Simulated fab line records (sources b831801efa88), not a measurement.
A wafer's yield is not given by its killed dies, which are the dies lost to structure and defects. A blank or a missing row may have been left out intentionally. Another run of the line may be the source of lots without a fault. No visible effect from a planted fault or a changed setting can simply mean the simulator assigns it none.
Chamber matching + flow gf180mcu + cmp-02 running GF_CONTACT_CMP_04: 4 sister chambers
The step polishes SiO2. 8 wafers are shown with their chamber, then 8 later ones without.

== WAFERS PAIRED WITH THEIR CHAMBERS ==
| wafer  | chamber | motor-current-A (A) | time-to-endpoint-s (s) |
|--------|---------|---------------------|------------------------|
| L946.6 | 0       | 14.0                | 125                    |
| L950.6 | 2       | 16.1                | 128                    |
| L951.3 | 3       | 15.1                | 109                    |
| L951.4 | 0       | 14.3                | 122                    |
| L952.2 | 1       | 9.3                 | 115                    |
| L952.4 | 2       | 16.2                | 125                    |
| L952.6 | 3       | 14.7                | 117                    |
| L956.1 | 1       | 9.4                 | 114                    |

== WAFERS WHOSE CHAMBER IS MISSING ==
| wafer  | motor-current-A (A) | time-to-endpoint-s (s) |
|--------|---------------------|------------------------|
| L956.2 | 14.9                | 111                    |
| L956.4 | 14.3                | 128                    |
| L957.1 | 9.3                 | 111                    |
| L957.4 | 15.9                | 118                    |
| L957.5 | 15.1                | 115                    |
| L964.1 | 15.5                | 105                    |
| L964.2 | 14.1                | 116                    |
| L964.4 | 15.9                | 113                    |

== EACH ONE'S CHAMBER ==
| wafer  | from the rows above     | in truth |
|--------|-------------------------|----------|
| L956.2 | 3                       | 3        |
| L956.4 | 0                       | 0        |
| L957.1 | 1                       | 1        |
| L957.4 | 2                       | 2        |
| L957.5 | 3                       | 3        |
| L964.1 | 3                       | 3        |
| L964.2 | 0                       | 0        |
| L964.4 | can't be placed: 2 or 3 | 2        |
7 of 8 placed correctly. These rows do not allow placing 1 (true chamber among the candidates in 1). Number placed wrongly: 0.
How it was worked out, from the rows above alone: a wafer's distance from a chamber is the root of the sum, over the readings, of the square of ((its reading less the chamber's mean) divided by the reading's scatter). The wafer belongs to the nearest chamber; if the next one is less than 2 further off, it can't be placed. Each chamber's mean is taken over the wafers shown for it. How the scatter is found: for the shown wafers, subtract from each reading the mean of its chamber, square and add these, divide the total by (wafers less chambers), then take the root.
